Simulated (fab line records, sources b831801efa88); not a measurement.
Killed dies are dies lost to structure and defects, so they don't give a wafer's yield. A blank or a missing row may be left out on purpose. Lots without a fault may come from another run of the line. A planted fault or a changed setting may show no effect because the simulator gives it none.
One fault seen from 2 desks | flow sky130 | each desk has only its own numbers; what lay behind them comes last

THE TOOL OWNER'S DESK: iline_stepper-01
The tool's own readings at SKY_VT_ADJUST_LVTN_EXPOSE_04 (exposes mask NWM COMPLEMENT LESS NATIVE, target cd 840 nm): means of the sampled wafers that have a number, for each lot that ran on this tool. A lot is out of limits, marked OUT, if its mean lies more than 4 standard deviations from the usual mean; the brackets give that distance.
Columns: A = reticle_temp_C at SKY_VT_ADJUST_LVTN_EXPOSE_04, usual 22.99 C
lot  | first seen here | A
L251 | day 6 20:51     | 23.21
L265 | day 10 12:08    | 23.02
This desk's finding: nothing out of limits on any of the 2 lots.

THE METROLOGY DESK
What the gauges read, lot by lot, whatever tool the lot ran on: means of the sampled wafers that have a number. A lot is out of limits, marked OUT, if its mean lies more than 4 standard deviations from the usual mean; the brackets give that distance.
Columns: A = cd_nm at SKY_VT_ADJUST_HVTP_CD_MEAS_07, usual 381 nm; B = VT_ADJUST_HVTP_OVL at SKY_VT_ADJUST_HVTP_OVL_MEAS_08, usual -0.8 nm; C = VT_ADJUST_HVTP_TW at SKY_VT_ADJUST_HVTP_TW_MEAS_11, usual 1355; D = VT_ADJUST_LVTN_OVL at SKY_VT_ADJUST_LVTN_OVL_MEAS_07, usual -0.4 nm
lot  | first seen here | A   | B    | C    | D
L251 | day 6 11:06     | 380 | -0.1 | 1364 | -2.5
L255 | day 7 11:29     | 376 | -0.8 | 1363 | -0.8
L265 | day 10 00:13    | 386 | -3.0 | 1360 | -0.2
L266 | day 10 06:34    | 387 | -0.5 | 1351 | 2.7
L267 | day 10 15:43    | 384 | 0.7  | 1353 | 2.0
This desk's finding: nothing out of limits on any of the 5 lots.

PUT TOGETHER
The tool owner's desk saw nothing out of limits.
The metrology desk saw nothing out of limits.

WHAT THE SIMULATOR HAD PUT IN
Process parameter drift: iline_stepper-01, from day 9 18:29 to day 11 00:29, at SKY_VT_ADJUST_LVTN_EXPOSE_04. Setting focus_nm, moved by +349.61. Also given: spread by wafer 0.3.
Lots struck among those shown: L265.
